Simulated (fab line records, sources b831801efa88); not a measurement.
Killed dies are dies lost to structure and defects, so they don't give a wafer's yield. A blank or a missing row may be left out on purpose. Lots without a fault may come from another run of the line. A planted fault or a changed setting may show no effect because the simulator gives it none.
Problem report in the 8D (eight disciplines) form, filled by code | flow gf180mcu | the parts of the form that need people (team, actions taken, sign-off) are left out

1. THE PROBLEM
overpolish_run_s at GF_V3_CMP_26 reads a mean of 7.046 s on 2 wafers of 2 lots; wafers without a fault read 15.000 s with a standard deviation of 0.01. That is -99 or more standard deviations from the usual mean.
The step: polishes, stops on SiO2, t overpolish 15 s, target thk 0 nm.
First seen on wafer L115.5, day 25 21:54, on cmp-02. The record holds 38 wafers of 13 lots with a number at this step. Rule for "out", or "out of limits": more than 4 standard deviations from the usual mean. The other wafers with a number count as sound.

2. WHAT IT IS AND WHAT IT IS NOT
question                    | is                | is not
which readings at this step | overpolish_run_s  | motor_current_A, time_to_endpoint_s
which lots                  | L115, L116        | L107, L109, L111, L118, L122, L125, L126, L127, L128, L129, L130
which wafers of those lots  | L115.5, L116.4    | L115.3, L115.4, L116.3, L116.6
read on which tools         | cmp-02            | cmp-01
when                        | from day 25 21:54 | up to then (11 sound wafers); but 25 sound wafers of L116, L118, L122, L125, L126, L127, L128, L129, L130 came after

3. SUSPECTS, AND WHAT RULES EACH OUT
Counting: a tool at a process step up to the reading stays a suspect if it ran every lot that is out. Sound lots after the first of them don't rule it out here, since some wafers of a struck lot are sound.
- cmp-02 at GF_V3_CMP_26 (polishes, stops on SiO2, t overpolish 15 s, target thk 0 nm): kept. It ran every lot that is out, first L115 (day 25 21:54). Its own readings are out on those wafers: overpolish_run_s.
- Within cmp-02 at GF_V3_CMP_26: the wafers that are out ran in chamber 1; their sound lot-mates ran in chambers 0, 2, 3.
Left after counting: cmp-02 at GF_V3_CMP_26.

4. THE CAUSE (what the simulator had put in)
Process parameter drift: cmp-02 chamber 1, from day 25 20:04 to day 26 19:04, at GF_V3_CMP_26. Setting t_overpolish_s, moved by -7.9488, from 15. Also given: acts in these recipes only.
Counting left only this tool.

5. THE CHAIN OF EFFECTS, in route order
Each row: a reading whose mean over the struck wafers that have a number lies more than 3 standard deviations from the usual. Only readings for which the record gives a usual standard deviation are gone through. hours: the time from each lot's start at the first step in this table that gives one to its start at this step, as a median over the lots. sigmas: the change in usual standard deviations.
hours | step         | reading          | usual    | on struck wafers | change | sigmas
0     | GF_V3_CMP_26 | overpolish_run_s | 15.000 s | 7.046            | -7.954 | -99 or more
The process steps in it:
- GF_V3_CMP_26: polishes, stops on SiO2, t overpolish 15 s, target thk 0 nm.
Later measuring or inspecting steps at which every struck wafer that the step has a row for has a number for every such reading, and none has moved that far: GF_M4_CD_MEAS_14, GF_V4_BOW_MEAS_05.

6. WHAT WOULD HAVE CAUGHT IT SOONER
In this record the first reading out of limits was taken at day 25 21:54, 2 hours after the fault began at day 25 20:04.
